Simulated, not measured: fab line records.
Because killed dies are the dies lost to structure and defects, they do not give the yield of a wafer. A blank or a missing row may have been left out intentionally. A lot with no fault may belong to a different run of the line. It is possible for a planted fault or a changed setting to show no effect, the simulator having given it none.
Which tool was responsible? / flow gf180mcu / 12 lots (36 wafers sampled), 1 step of a 602-step route

## WHAT THE GAUGES READ, wafer by wafer
GF_POLY_GATE_CD_MEAS_18. Usual: cd nm reads 280.0 nm (standard deviation 2.2).
lot=L683; measured=day 9 01:19; on=cd sem-02; cd nm (nm)=281.5 279.7 279.3; flag=
lot=L684; measured=day 9 08:58; on=cd sem-02; cd nm (nm)=278.5 278.3 281.7; flag=
lot=L685; measured=day 9 14:39; on=cd sem-02; cd nm (nm)=280.6 284.7 279.2; flag=
lot=L688; measured=day 11 04:01; on=cd sem-02; cd nm (nm)=281.0 280.8 281.8; flag=
lot=L691; measured=day 12 00:16; on=cd sem-01; cd nm (nm)=280.9 279.0 280.3; flag=
lot=L690; measured=day 12 01:07; on=cd sem-01; cd nm (nm)=277.6 280.0 280.7; flag=
lot=L699; measured=day 14 06:26; on=cd sem-02; cd nm (nm)=280.4 279.0 278.5; flag=
lot=L700; measured=day 14 07:28; on=cd sem-01; cd nm (nm)=280.5 280.6 280.4; flag=
lot=L702; measured=day 14 22:43; on=cd sem-01; cd nm (nm)=279.0 278.9 281.1; flag=
lot=L704; measured=day 15 12:01; on=cd sem-01; cd nm (nm)=282.8 285.1 285.4; flag=
lot=L705; measured=day 15 19:31; on=cd sem-01; cd nm (nm)=277.9 279.9 280.8; flag=
lot=L706; measured=day 16 04:05; on=cd sem-02; cd nm (nm)=278.6 283.6 278.7; flag=

## WHICH TOOL RAN EACH LOT (tool, then ch and the chambers of the sampled wafers, then the start)
The record shows no process step preceding these readings.

## AS READ BY THE TOOLS THEMSELVES (means over the sampled wafers that have a number; for cases with no such wafer, the mark the record gives instead)
The record holds no such reading with a usual standard deviation.

## THE ANSWER, worked out from the rows above alone
Rule: a lot is off if the mean of its wafers that have a number lies more than 3 standard deviations from the usual mean. Also off: a lot with no number at a reading for which 4 or more lots have one. Where the step has rows for the other lots, those lots are counted as sound. The gauges are gone through in route order, then the tools' own readings, and for those a lot's mean is taken as printed above. The first step at which some lot is off is used, and at that step the reading that is off furthest; a lot without a number counts as furthest.
No lot is off at any reading shown: from this, nothing can be told.

## WHAT THE SIMULATOR HAD PUT IN
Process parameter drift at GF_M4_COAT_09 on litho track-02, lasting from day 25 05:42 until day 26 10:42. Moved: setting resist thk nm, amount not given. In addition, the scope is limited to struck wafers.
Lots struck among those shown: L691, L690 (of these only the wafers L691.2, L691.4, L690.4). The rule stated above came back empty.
